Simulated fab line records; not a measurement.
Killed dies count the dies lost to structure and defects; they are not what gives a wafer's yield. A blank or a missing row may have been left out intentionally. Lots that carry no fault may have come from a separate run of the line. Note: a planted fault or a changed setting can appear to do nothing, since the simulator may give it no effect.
fab line records | flow sfq-line
record: lots: 14 | wafers: 42 | last-day: 93
route steps=325 shown M1@59
lots that met no fault: taken from a fault-free run of the same line
start-h: the number of hours between the record's first day and the start of the first shown wafer of the lot | wait-h: hours since the lot's step before | " the same as in the row above | L1.1+2: one row covering several wafers at once | - no value, or no start given | * or withheld: withheld | < > ~ a bound
route shown NAME@n: NAME is a module with steps in the file, n the number in the route of the first one | usual: mean/standard deviation taken from wafers without a fault | same: alike in all rows | chamber/n: place in a boat | sites: readings site by site | _std_site: standard deviation of those values | _edge_site: outer sites' mean less inner sites' | radius-mm: how far each site lies from the wafer's centre | mask NAME#n: copy n | behind: the last tool/chamber to shape the wafer | hold: why the lot was held/for how many hours/how that ended | device: the transistor (n, p or np) that didn't switch | end of line: the same wafers' tests at the end of the route | a step with no rows: only its recipe | killed: the dies lost at the first sort to structure and to defects; this is not the yield of the wafer | map: per-die view of a wafer (x killed, . not killed, _ where there is no die)
set.NAME: setting as actually run; set.NAME@STEP: the setting as run at that earlier step | model.NAME: the simulator's own value behind a step, which no gauge read
the route's steps for a sample of lots (tables are steps, rows are wafers)
services: from which hour (start-h, from the record's first day; less than 0 if before it) a tool's chamber was out of use, for how many hours, and why
== steps ==
step: SFQ_TRILAYER_M1_DEP_SPUTTER_037
recipe: material: Nb | base-pressure-pa: 1.33e-06 | chamber-pressure-pa: 0.1333 | substrate-temp-c: 20 | resputter-cathode-voltage-v: 400 | target-thk-nm: 200 | power-w: 2000 | time-s: 133.3
usual: throttle-valve-pct: 29.7/0.91
lot.wafer | tool           | chamber | start-h | wait-h | throttle-valve-pct
L461.2    | pvd-sputter-06 | -       | 334.49  | 0.0    | 30.7
L461.3    | "              | -       | "       | "      | 28.4
L461.6    | "              | -       | "       | "      | 28.4
L463.2    | pvd-sputter-04 | -       | 355.33  | 0.0    | 29.4
L463.3    | "              | -       | "       | "      | 31.4
L463.6    | "              | -       | "       | "      | 31.4
L465.4    | pvd-sputter-03 | -       | 365.06  | 0.0    | 30.1
L465.5    | "              | -       | "       | "      | 29.4
L465.6    | "              | -       | "       | "      | 28.3
L469.1    | pvd-sputter-04 | -       | 427.50  | 0.0    | 29.4
L469.4    | "              | -       | "       | "      | 30.4
L469.5    | "              | -       | "       | "      | 29.0
L470.2    | pvd-sputter-03 | -       | 441.56  | 0.0    | 30.1
L470.3    | "              | -       | "       | "      | 28.2
L470.4    | "              | -       | "       | "      | 29.8
L471.2    | pvd-sputter-03 | -       | 452.48  | 0.0    | 29.4
L471.3    | "              | -       | "       | "      | 28.4
L471.5    | "              | -       | "       | "      | 29.5
L472.3    | pvd-sputter-03 | -       | 458.48  | 0.0    | 29.5
L472.4    | "              | -       | "       | "      | 30.2
L472.5    | "              | -       | "       | "      | 29.8
L473.2    | pvd-sputter-06 | -       | 461.42  | 0.0    | 30.7
L473.3    | "              | -       | "       | "      | 30.1
L473.4    | "              | -       | "       | "      | 28.3
L474.1    | pvd-sputter-03 | -       | 473.42  | 0.0    | 28.3
L474.2    | "              | -       | "       | "      | 29.5
L474.4    | "              | -       | "       | "      | 30.1
L475.1    | pvd-sputter-03 | -       | 493.82  | 0.0    | 29.9
L475.3    | "              | -       | "       | "      | 29.3
L475.4    | "              | -       | "       | "      | 30.4
L481.2    | pvd-sputter-04 | -       | 585.68  | 0.0    | 29.3
L481.4    | "              | -       | "       | "      | 31.6
L481.5    | "              | -       | "       | "      | 30.6
L482.1    | pvd-sputter-03 | -       | 592.35  | 0.0    | 29.5
L482.2    | "              | -       | "       | "      | 30.3
L482.3    | "              | -       | "       | "      | 28.2
L483.1    | pvd-sputter-03 | -       | 604.47  | 0.0    | 30.2
L483.3    | "              | -       | "       | "      | 29.4
L483.6    | "              | -       | "       | "      | 29.5
L484.1    | pvd-sputter-03 | -       | 620.40  | 0.0    | 30.5
L484.3    | "              | -       | "       | "      | 28.3
L484.4    | "              | -       | "       | "      | 30.0
step: SFQ_M1_RS_MEAS_909
recipe: thk-meas-gauge: four-point-probe | reads: Nb_of_TRILAYER_M1_DEP_SPUTTER_037
usual: M1_NB_RS: 0.887/0.0081
lot.wafer | tool          | chamber | start-h | wait-h | M1_NB_RS[ohm/sq]
L461.2    | film-metro-04 | -       | 334.60  | 0.1    | 0.882
L461.3    | "             | -       | "       | "      | 0.890
L461.6    | "             | -       | "       | "      | 0.890
L463.2    | film-metro-03 | -       | 355.45  | 0.1    | 0.886
L463.3    | "             | -       | "       | "      | 0.881
L463.6    | "             | -       | "       | "      | 0.877
L465.4    | film-metro-04 | -       | 365.21  | 0.1    | 0.878
L465.5    | "             | -       | "       | "      | 0.878
L465.6    | "             | -       | "       | "      | 0.874
L469.1    | film-metro-03 | -       | 427.60  | 0.0    | 0.896
L469.4    | "             | -       | "       | "      | 0.899
L469.5    | "             | -       | "       | "      | 0.888
L470.2    | film-metro-03 | -       | 441.67  | 0.1    | 0.880
L470.3    | "             | -       | "       | "      | 0.876
L470.4    | "             | -       | "       | "      | 0.880
L471.2    | film-metro-03 | -       | 452.59  | 0.1    | 0.879
L471.3    | "             | -       | "       | "      | 0.876
L471.5    | "             | -       | "       | "      | 0.882
L472.3    | film-metro-04 | -       | 458.61  | 0.1    | 0.884
L472.4    | "             | -       | "       | "      | 0.881
L472.5    | "             | -       | "       | "      | 0.882
L473.2    | film-metro-03 | -       | 461.53  | 0.1    | 0.883
L473.3    | "             | -       | "       | "      | 0.881
L473.4    | "             | -       | "       | "      | 0.880
L474.1    | film-metro-01 | -       | 473.51  | 0.0    | 1.369
L474.2    | "             | -       | "       | "      | 0.901
L474.4    | "             | -       | "       | "      | 1.384
L475.1    | film-metro-01 | -       | 493.91  | 0.0    | 1.372
L475.3    | "             | -       | "       | "      | 0.898
L475.4    | "             | -       | "       | "      | 1.369
L481.2    | film-metro-04 | -       | 585.79  | 0.1    | 0.889
L481.4    | "             | -       | "       | "      | 0.880
L481.5    | "             | -       | "       | "      | 0.886
L482.1    | film-metro-04 | -       | 592.44  | 0.0    | 0.880
L482.2    | "             | -       | "       | "      | 0.881
L482.3    | "             | -       | "       | "      | 0.880
L483.1    | film-metro-01 | -       | 604.56  | 0.0    | 0.889
L483.3    | "             | -       | "       | "      | 0.901
L483.6    | "             | -       | "       | "      | 0.895
L484.1    | film-metro-03 | -       | 620.49  | 0.0    | 0.887
L484.3    | "             | -       | "       | "      | 0.889
L484.4    | "             | -       | "       | "      | 0.893
step: SFQ_TRILAYER_M1_ETCH_METAL_ETCH_042
recipe: target: Nb | stop-on: SiO2 | mask-material: PR | chemistry: Cl2/Ar | target-depth-nm: 240 | icp-w: 600 | bias-w: 80 | pressure-mtorr: 10 | time-s: 120
usual: drypump-motor-current-A: 5.9/0.35 | oes-product-au: 0.896/0.0068
lot.wafer | tool         | chamber | start-h | wait-h | drypump-motor-current-A | oes-product-au | rf-hours-counter-h
L461.2    | rie-metal-03 | 1       | 482.12  | 0.0    | 6.3                     | 0.892          | 56
L461.3    | "            | 1       | "       | "      | 6.3                     | 0.893          | -
L461.6    | "            | 1       | "       | "      | 6.3                     | 0.901          | -
L463.2    | rie-metal-04 | 0       | 505.59  | 0.1    | 5.7                     | 0.897          | -
L463.3    | "            | 0       | "       | "      | 5.7                     | 0.909          | -
L463.6    | "            | 0       | "       | "      | 5.7                     | 0.896          | -
L465.4    | rie-metal-01 | 1       | 519.36  | 0.1    | 5.9                     | 0.903          | -
L465.5    | "            | 1       | "       | "      | 5.9                     | 0.892          | -
L465.6    | "            | 0       | "       | "      | 5.7                     | 0.905          | -
L469.1    | rie-metal-03 | 1       | 593.85  | 0.0    | 6.3                     | 0.891          | 71
L469.4    | "            | 0       | "       | "      | 5.5                     | 0.885          | -
L469.5    | "            | 1       | "       | "      | 6.3                     | 0.907          | -
L470.2    | rie-metal-03 | 0       | 609.58  | 0.0    | 5.4                     | 0.901          | 121
L470.3    | "            | 1       | "       | "      | 6.3                     | 0.901          | -
L470.4    | "            | 0       | "       | "      | 5.4                     | 0.893          | -
L471.2    | rie-metal-04 | 0       | 619.17  | 0.0    | 5.7                     | 0.894          | 20
L471.3    | "            | 0       | "       | "      | 5.7                     | 0.901          | -
L471.5    | "            | 1       | "       | "      | 6.2                     | 0.901          | -
L472.3    | rie-metal-03 | 1       | 620.41  | 0.1    | 6.3                     | 0.891          | -
L472.4    | "            | 0       | "       | "      | 5.4                     | 0.896          | -
L472.5    | "            | 0       | "       | "      | 5.4                     | 0.901          | -
L473.2    | rie-metal-04 | 1       | 621.57  | 0.0    | 6.2                     | 0.892          | 134
L473.3    | "            | 0       | "       | "      | 5.7                     | 0.901          | -
L473.4    | "            | 1       | "       | "      | 6.3                     | 0.907          | -
L474.1    | rie-metal-03 | 0       | 622.77  | 0.0    | 5.4                     | 0.715          | 123
L474.2    | "            | 1       | "       | "      | 6.3                     | 0.888          | 75
L474.4    | "            | 0       | "       | "      | 5.4                     | 0.709          | -
L475.1    | rie-metal-04 | 0       | 623.97  | 0.0    | 5.7                     | 0.716          | 21
L475.3    | "            | 1       | "       | "      | 6.3                     | 0.885          | -
L475.4    | "            | 0       | "       | "      | 5.7                     | 0.724          | -
L481.2    | rie-metal-04 | 0       | 631.17  | 0.0    | 5.7                     | 0.897          | 23
L481.4    | "            | 0       | "       | "      | 5.7                     | 0.905          | -
L481.5    | "            | 0       | "       | "      | 5.7                     | 0.894          | -
L482.1    | rie-metal-03 | 0       | 632.37  | 0.0    | 5.4                     | 0.889          | 125
L482.2    | "            | 1       | "       | "      | 6.3                     | 0.903          | 77
L482.3    | "            | 0       | "       | "      | 5.4                     | 0.901          | -
L483.1    | rie-metal-04 | 0       | 633.57  | 0.0    | 5.7                     | 0.889          | 23
L483.3    | "            | 0       | "       | "      | 5.7                     | 0.883          | -
L483.6    | "            | 0       | "       | "      | 5.7                     | 0.886          | -
L484.1    | rie-metal-04 | 1       | 635.97  | 0.0    | 6.3                     | 0.892          | 137
L484.3    | "            | 1       | "       | "      | 6.2                     | 0.896          | -
L484.4    | "            | 0       | "       | "      | 5.7                     | 0.895          | -
== services ==
tool           | chamber | start-h | hours | kind
pvd-sputter-04 | -       | 319.85  | 0.8   | repair
pvd-sputter-04 | -       | 380.56  | 4.3   | repair
rie-metal-04   | -       | 388.99  | 1.4   | pm
pvd-sputter-06 | -       | 398.62  | 2.3   | repair
pvd-sputter-03 | -       | 404.02  | 2.8   | repair
pvd-sputter-04 | -       | 421.94  | 4.6   | repair
pvd-sputter-04 | -       | 429.73  | 4.9   | repair
rie-metal-04   | 0       | 442.59  | -     | clean
rie-metal-04   | 0       | 442.59  | 20.4  | scheduled-down
rie-metal-04   | 0       | 442.59  | 20.4  | vent-cycle
pvd-sputter-03 | -       | 461.32  | 3.2   | repair
pvd-sputter-06 | -       | 481.41  | 14.1  | repair
rie-metal-01   | -       | 501.83  | 1.4   | pm
rie-metal-04   | 1       | 504.60  | 2.9   | repair
pvd-sputter-04 | 1       | 518.75  | -     | consumable-replace:kit
pvd-sputter-04 | 1       | 518.75  | 18.0  | scheduled-down
pvd-sputter-04 | 1       | 518.75  | 18.0  | vent-cycle
rie-metal-03   | -       | 525.62  | 2.8   | pm
pvd-sputter-03 | -       | 538.91  | 1.9   | repair
pvd-sputter-03 | -       | 558.97  | 1.9   | repair
pvd-sputter-06 | -       | 563.19  | 0.5   | repair
pvd-sputter-06 | 2       | 602.44  | -     | consumable-replace:kit
pvd-sputter-06 | 2       | 602.44  | 18.0  | scheduled-down
pvd-sputter-04 | -       | 635.05  | 0.8   | repair
== key ==
first-sign: step: SFQ_M1_RS_MEAS_909 | reading: M1_NB_RS | direction: up | sigmas: 60 | usual: 0.887 | struck: 1.373
effect: step: SFQ_TRILAYER_M1_ETCH_METAL_ETCH_042 | reading: oes-product-au | direction: down | sigmas: 26 | usual: 0.896 | struck: 0.716
met-at SFQ_TRILAYER_M1_DEP_SPUTTER_037
struck-lots L474,L475
struck-wafers L474.1,L474.4,L475.1,L475.4
onset-between 458.48 473.42
fault: kind: process-parameter-drift | tool: pvd-sputter-03 | chamber: - | onset-h: 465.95 | steps: SFQ_TRILAYER_M1_DEP_SPUTTER_037 | channel: target-thk-nm | offset: -68.016 | shape: step | end-h: 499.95 | scope: struck-wafers-only | acts-in: these-recipes-only | stated: 200
